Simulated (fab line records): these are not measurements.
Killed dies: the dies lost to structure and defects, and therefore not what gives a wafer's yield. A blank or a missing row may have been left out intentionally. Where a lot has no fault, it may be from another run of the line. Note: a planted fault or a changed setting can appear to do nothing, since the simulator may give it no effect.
Which tool was responsible? :: flow gf180mcu :: 14 lots, 42 wafers sampled, at 3 steps of a route of 602

WHAT THE GAUGES SHOWED, per wafer
GF_V5_THK_MEAS_03.
lot: L926
measured: day 26 13:02
on: filmMetro-02
V5_CVD_02_THK (nm): 1418 1422 1463

lot: L927
measured: day 26 21:48
on: filmMetro-02
V5_CVD_02_THK (nm): 1433 1465 1486

lot: L931
measured: day 27 20:53
on: filmMetro-01
V5_CVD_02_THK (nm): 1433 1420 1452

lot: L930
measured: day 27 21:36
on: filmMetro-02
V5_CVD_02_THK (nm): 1442 1441 1493

lot: L934
measured: day 28 23:53
on: filmMetro-02
V5_CVD_02_THK (nm): 1445 1449 1475

lot: L935
measured: day 29 03:52
on: filmMetro-01
V5_CVD_02_THK (nm): 1419 1465 1437

lot: L937
measured: day 29 19:28
on: filmMetro-02
V5_CVD_02_THK (nm): 1444 1457 1478

lot: L941
measured: day 30 17:05
on: filmMetro-01
V5_CVD_02_THK (nm): 1454 1450 1481

lot: L942
measured: day 31 04:01
on: filmMetro-04
V5_CVD_02_THK (nm): 1442 1446 1450

lot: L943
measured: day 31 08:35
on: filmMetro-04
V5_CVD_02_THK (nm): 1436 1457 1483

lot: L945
measured: day 31 21:48
on: filmMetro-01
V5_CVD_02_THK (nm): 1473 1458 1459

lot: L946
measured: day 32 03:24
on: filmMetro-04
V5_CVD_02_THK (nm): 1438 1421 1456

lot: L947
measured: day 32 06:40
on: filmMetro-01
V5_CVD_02_THK (nm): 1450 1479 1467

lot: L948
measured: day 32 17:13
on: filmMetro-02
V5_CVD_02_THK (nm): 1419 1409 1449

WHICH TOOL RAN EACH LOT (tool, then ch and the chambers of the sampled wafers, then the start)
lot: L926
GF_MIM_SPUTTER_07: pvdSputter-03, day 24 16:37
GF_M5_STRIP_11: plasmaAsher-04 ch 0,1, day 26 11:51

lot: L927
GF_MIM_SPUTTER_07: pvdSputter-02, day 25 02:17
GF_M5_STRIP_11: plasmaAsher-04 ch 0,1, day 26 20:42

lot: L931
GF_MIM_SPUTTER_07: pvdSputter-02, day 26 03:24
GF_M5_STRIP_11: plasmaAsher-02 ch 0,1, day 27 20:09

lot: L930
GF_MIM_SPUTTER_07: pvdSputter-04, day 26 03:25
GF_M5_STRIP_11: plasmaAsher-03 ch 1, day 27 20:51

lot: L934
GF_MIM_SPUTTER_07: pvdSputter-02, day 27 07:32
GF_M5_STRIP_11: plasmaAsher-03 ch 0,1, day 28 23:08

lot: L935
GF_MIM_SPUTTER_07: pvdSputter-02, day 27 10:45
GF_M5_STRIP_11: plasmaAsher-02 ch 0,1, day 29 03:06

lot: L937
GF_MIM_SPUTTER_07: pvdSputter-03, day 28 02:29
GF_M5_STRIP_11: plasmaAsher-04 ch 0,1, day 29 18:17

lot: L941
GF_MIM_SPUTTER_07: pvdSputter-03, day 29 02:41
GF_M5_STRIP_11: plasmaAsher-02 ch 0,1, day 30 16:20

lot: L942
GF_MIM_SPUTTER_07: pvdSputter-02, day 29 14:29
GF_M5_STRIP_11: plasmaAsher-04 ch 1, day 31 03:12

lot: L943
GF_MIM_SPUTTER_07: pvdSputter-02, day 29 18:29
GF_M5_STRIP_11: plasmaAsher-02 ch 0,1, day 31 07:50

lot: L945
GF_MIM_SPUTTER_07: pvdSputter-03, day 30 09:14
GF_M5_STRIP_11: plasmaAsher-02 ch 0,1, day 31 21:04

lot: L946
GF_MIM_SPUTTER_07: pvdSputter-03, day 30 15:47
GF_M5_STRIP_11: plasmaAsher-02 ch 0,1, day 32 02:39

lot: L947
GF_MIM_SPUTTER_07: pvdSputter-02, day 30 19:13
GF_M5_STRIP_11: plasmaAsher-02 ch 0,1, day 32 05:56

lot: L948
GF_MIM_SPUTTER_07: pvdSputter-04, day 31 06:25
GF_M5_STRIP_11: plasmaAsher-04 ch 0,1, day 32 16:27
- GF_MIM_SPUTTER_07: material TiN, target thk 60 nm, time 50 s.
- GF_M5_STRIP_11: strips in O2/N2.

WHAT THE TOOLS THEMSELVES READ (means of the sampled wafers that have a number; where no wafer has one, the mark that the record gives instead)
GF_MIM_SPUTTER_07.
lot: L926
tool: pvdSputter-03
throttleValvePct (%): 30.4

lot: L927
tool: pvdSputter-02
throttleValvePct (%): 30.2

lot: L931
tool: pvdSputter-02
throttleValvePct (%): 30.7

lot: L930
tool: pvdSputter-04
throttleValvePct (%): 30.1

lot: L934
tool: pvdSputter-02
throttleValvePct (%): 30.6

lot: L935
tool: pvdSputter-02
throttleValvePct (%): 30.5

lot: L937
tool: pvdSputter-03
throttleValvePct (%): 29.0

lot: L941
tool: pvdSputter-03
throttleValvePct (%): 29.2

lot: L942
tool: pvdSputter-02
throttleValvePct (%): 30.6

lot: L943
tool: pvdSputter-02
throttleValvePct (%): 30.3

lot: L945
tool: pvdSputter-03
throttleValvePct (%): 29.9

lot: L946
tool: pvdSputter-03
throttleValvePct (%): 29.6

lot: L947
tool: pvdSputter-02
throttleValvePct (%): 30.6

lot: L948
tool: pvdSputter-04
throttleValvePct (%): 30.1

GF_M5_STRIP_11.
lot: L926
tool: plasmaAsher-04
chamberPressureMTorr (mTorr): 1499.3
drypumpMotorCurrentA (A): 6.0
heaterPowerW (W): 306
oesProductAu (a.u.): 0.524
stripTimeToEndpointS (s): 6.99

lot: L927
tool: plasmaAsher-04
chamberPressureMTorr (mTorr): 1498.9
drypumpMotorCurrentA (A): 6.0
heaterPowerW (W): 310
oesProductAu (a.u.): 0.524
stripTimeToEndpointS (s): 6.97

lot: L931
tool: plasmaAsher-02
chamberPressureMTorr (mTorr): 1498.7
drypumpMotorCurrentA (A): 5.7
heaterPowerW (W): 290
oesProductAu (a.u.): 0.524
stripTimeToEndpointS (s): 7.01

lot: L930
tool: plasmaAsher-03
chamberPressureMTorr (mTorr): 1500.2
drypumpMotorCurrentA (A): 5.3
heaterPowerW (W): 332
oesProductAu (a.u.): 0.520
stripTimeToEndpointS (s): 7.09

lot: L934
tool: plasmaAsher-03
chamberPressureMTorr (mTorr): 1499.5
drypumpMotorCurrentA (A): 4.9
heaterPowerW (W): 294
oesProductAu (a.u.): 0.525
stripTimeToEndpointS (s): 7.06

lot: L935
tool: plasmaAsher-02
chamberPressureMTorr (mTorr): 1498.7
drypumpMotorCurrentA (A): 5.7
heaterPowerW (W): 294
oesProductAu (a.u.): 0.521
stripTimeToEndpointS (s): 7.06

lot: L937
tool: plasmaAsher-04
chamberPressureMTorr (mTorr): 1499.5
drypumpMotorCurrentA (A): 6.0
heaterPowerW (W): 309
oesProductAu (a.u.): 0.520
stripTimeToEndpointS (s): 6.95

lot: L941
tool: plasmaAsher-02
chamberPressureMTorr (mTorr): 1500.9
drypumpMotorCurrentA (A): 5.7
heaterPowerW (W): 295
oesProductAu (a.u.): 0.526
stripTimeToEndpointS (s): 7.05

lot: L942
tool: plasmaAsher-04
chamberPressureMTorr (mTorr): 1499.6
drypumpMotorCurrentA (A): 6.3
heaterPowerW (W): 280
oesProductAu (a.u.): 0.521
stripTimeToEndpointS (s): 7.03

lot: L943
tool: plasmaAsher-02
chamberPressureMTorr (mTorr): 1501.1
drypumpMotorCurrentA (A): 5.7
heaterPowerW (W): 308
oesProductAu (a.u.): 0.523
stripTimeToEndpointS (s): 7.04

lot: L945
tool: plasmaAsher-02
chamberPressureMTorr (mTorr): 1500.5
drypumpMotorCurrentA (A): 5.7
heaterPowerW (W): 306
oesProductAu (a.u.): 0.517
stripTimeToEndpointS (s): 6.95

lot: L946
tool: plasmaAsher-02
chamberPressureMTorr (mTorr): 1500.5
drypumpMotorCurrentA (A): 5.7
heaterPowerW (W): 292
oesProductAu (a.u.): 0.522
stripTimeToEndpointS (s): 7.06

lot: L947
tool: plasmaAsher-02
chamberPressureMTorr (mTorr): 1500.5
drypumpMotorCurrentA (A): 5.7
heaterPowerW (W): 308
oesProductAu (a.u.): 0.524
stripTimeToEndpointS (s): 7.08

lot: L948
tool: plasmaAsher-04
chamberPressureMTorr (mTorr): 1499.8
drypumpMotorCurrentA (A): 6.0
heaterPowerW (W): 322
oesProductAu (a.u.): 0.524
stripTimeToEndpointS (s): 7.10

THE ANSWER, worked out from the rows above alone
Rule: what is usual is taken from the lots themselves. Put in order of their means at a reading, lots are off if they are a third of the lots or fewer, leave a main group of 4 or more, and stand apart from it by a gap of 3 or more times the standard deviation of the main group's means; of several such gaps the widest counts. Not used: any main group whose means are identical at the precision the tables above print for the reading. Also off: a lot with no number at a reading for which 4 or more lots have one. Where the step has rows for the other lots, those lots are counted as sound. First the gauges in route order, then the tools' own readings, where a lot's mean is used as printed above. At the first step where some lot is off, the reading lying furthest off is the one used; lots without a number count as furthest.
Across all readings shown, no lot is off: no conclusion can be drawn from this.

WHAT THE SIMULATOR HAD INSERTED
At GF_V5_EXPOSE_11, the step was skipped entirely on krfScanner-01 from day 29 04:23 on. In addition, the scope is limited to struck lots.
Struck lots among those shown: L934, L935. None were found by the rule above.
